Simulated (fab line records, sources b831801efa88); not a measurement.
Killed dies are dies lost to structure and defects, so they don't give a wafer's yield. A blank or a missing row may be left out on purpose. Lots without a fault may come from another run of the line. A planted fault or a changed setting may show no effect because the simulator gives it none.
Split-lot experiment | flow sfq_line | 5 lots, 23 wafers read, on a route of 325 steps

THE SPLIT
At SFQ_TRILAYER_I2_CMP_CMP_064 (polishes SiO2), the setting leave_above_ref_nm was moved away from the recipe's 200 nm on 12 of the 23 wafers read, by -5.2% to +6.3%. The other wafers ran this setting at the recipe's value.

FROM THE SPLIT TO THE READING: what the file shows between them, 6 steps
- SFQ_TRILAYER_I2_METRO_MEASURE_065
- SFQ_TRILAYER_I2_VIA_LITHO_COAT_067: resist thk 650 nm (also split here: spin_rpm)
- SFQ_TRILAYER_I2_VIA_LITHO_SOFTBAKE_071
- SFQ_TRILAYER_I2_VIA_LITHO_EXPOSE_068: exposes mask I2, target cd 500 nm
- SFQ_TRILAYER_I2_VIA_LITHO_DEVELOP_069: time 60 s
- SFQ_TRILAYER_I2_VIA_BARC_OPEN_VIA_ETCH_096: etches BARC in O2, target depth 125 nm, time 41.7 s

THE READING
oes_product_au, in a.u., at SFQ_TRILAYER_I2_VIA_ETCH_VIA_ETCH_070 (etches SiO2 in CHF3, stops on Nb, target depth 260 nm). Fault-free wafers of this fab line usually give 0.854 a.u., standard deviation 0.0045 a.u..

wafer  | tool, chamber at the split | leave_above_ref_nm as run, nm | against the recipe | oes_product_au, a.u. | against lot-mates on the recipe
L076.1 | cmp-02, 1                  | 209                           | +4.5%              | 0.881                | +0.028
L076.2 | cmp-02, 0                  | 200                           | recipe             | 0.853                | -
L076.3 | cmp-02, 2                  | 209                           | +4.5%              | 0.871                | +0.018
L076.4 | cmp-02, 3                  | 209                           | +4.5%              | 0.875                | +0.022
L076.6 | cmp-02, 0                  | 200                           | recipe             | 0.852                | -
L078.1 | cmp-01, 1                  | 200                           | recipe             | 0.857                | -
L078.2 | cmp-01, 2                  | 200                           | recipe             | 0.857                | -
L078.4 | cmp-01, 3,1                | 189.7                         | -5.2%              | 0.827                | -0.030
L078.5 | cmp-01, 2                  | 189.7                         | -5.2%              | 0.835                | -0.022
L078.6 | cmp-01, 3,1                | 189.7                         | -5.2%              | 0.831                | -0.026
L079.2 | cmp-01, 3,0                | 200                           | recipe             | 0.860                | -
L079.3 | cmp-01, 3,0                | 200                           | recipe             | 0.853                | -
L079.5 | cmp-01, 3                  | 200                           | recipe             | 0.854                | -
L080.1 | cmp-02, 0                  | 200                           | recipe             | 0.850                | -
L080.3 | cmp-02, 1                  | 212.6                         | +6.3%              | 0.875                | +0.026
L080.4 | cmp-02, 2                  | 212.6                         | +6.3%              | 0.891                | +0.042
L080.5 | cmp-02, 1                  | 200                           | recipe             | 0.849                | -
L080.6 | cmp-02, 2                  | 212.6                         | +6.3%              | 0.880                | +0.031
L081.1 | cmp-01, 2                  | 194.5                         | -2.7%              | 0.846                | -0.007
L081.2 | cmp-01, 0                  | 194.5                         | -2.7%              | 0.847                | -0.006
L081.4 | cmp-01, 1                  | 194.5                         | -2.7%              | 0.841                | -0.012
L081.5 | cmp-01, 3                  | 200                           | recipe             | 0.853                | -
L081.6 | cmp-01, 0                  | 200                           | recipe             | 0.852                | -
Where a row lists several chambers, the file gives one row for several wafers and doesn't say which wafer went through which chamber.

THE FIT
A straight line over all 23 wafers: oes_product_au changes by +0.00443 a.u. for each +1% of leave_above_ref_nm; r = +0.97; the points scatter about the line by 0.0042 a.u..
The same after taking each lot's own level away (the mean of its wafers on the recipe; 23 wafers): +0.00491 a.u. for each +1%; r = +0.97; scatter 0.0041 a.u..
On that fit, the largest move of leave_above_ref_nm shifts the reading by 0.031 a.u..
The lots' own levels span 0.8495 to 0.8570 a.u., that is 1.7 times the standard deviation above.
So the lot-to-lot level changes the slope little: the two slopes agree.
Check: with one of the wafers moved furthest among these (+6.3%) left out of the fit, the line predicts +0.0332 a.u. for it against its lot-mates. It came out at +0.0255 a.u. against them.

OTHER SPLITS ON THESE WAFERS
These wafers also went through other splits before the reading. Each is held against what the fit with the lots' levels taken away leaves over:
other split on the same wafers                    | wafers away from the commonest value | r with oes_product_au (lot level and that fit taken away)
SFQ_TRILAYER_I1_DEP_PECVD_045 time_s              | 10                                   | -0.09
SFQ_TRILAYER_I1_VIA_LITHO_COAT_049 resist_thk_nm  | 10                                   | -0.36
SFQ_TRILAYER_I1_VIA_BARC_OPEN_VIA_ETCH_071 time_s | 10                                   | +0.32
SFQ_TRILAYER_M2_DEP_SPUTTER_055 time_s            | 7                                    | -0.24
SFQ_TRILAYER_M2_ETCH_METAL_ETCH_060 icp_w         | 8                                    | +0.15
SFQ_TRILAYER_I2_VIA_LITHO_COAT_067 spin_rpm       | 6                                    | +0.14

THE WHOLE CHAIN: every reading that the file lists as answering this split, in the file's order
step                                  | what it does                                          | reading                                                                                   | change (the file's fit)                 | r (the file's)
SFQ_TRILAYER_I2_CMP_CMP_064           | polishes SiO2                                         | SiO2_of_TRILAYER_I2_DEP_PECVD_063.thk_nm (the simulator's own value, which no gauge read) | +2.01 nm for each +1% of the setting    | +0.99
SFQ_TRILAYER_I2_METRO_MEASURE_065     |                                                       | thk_nm                                                                                    | +2 nm for each +1% of the setting       | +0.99
SFQ_TRILAYER_I2_VIA_ETCH_VIA_ETCH_070 | etches SiO2 in CHF3, stops on Nb, target depth 260 nm | oes_product_au                                                                            | +0.005 a.u. for each +1% of the setting | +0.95
SFQ_TRILAYER_I2_VIA_ETCH_VIA_ETCH_070 | etches SiO2 in CHF3, stops on Nb, target depth 260 nm | I2.feature_depth_nm (the simulator's own value, which no gauge read)                      | +2.01 nm for each +1% of the setting    | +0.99

THE FILE'S OWN FIT
oes_product_au changes by +0.005 a.u. for each +1% of leave_above_ref_nm, r = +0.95.
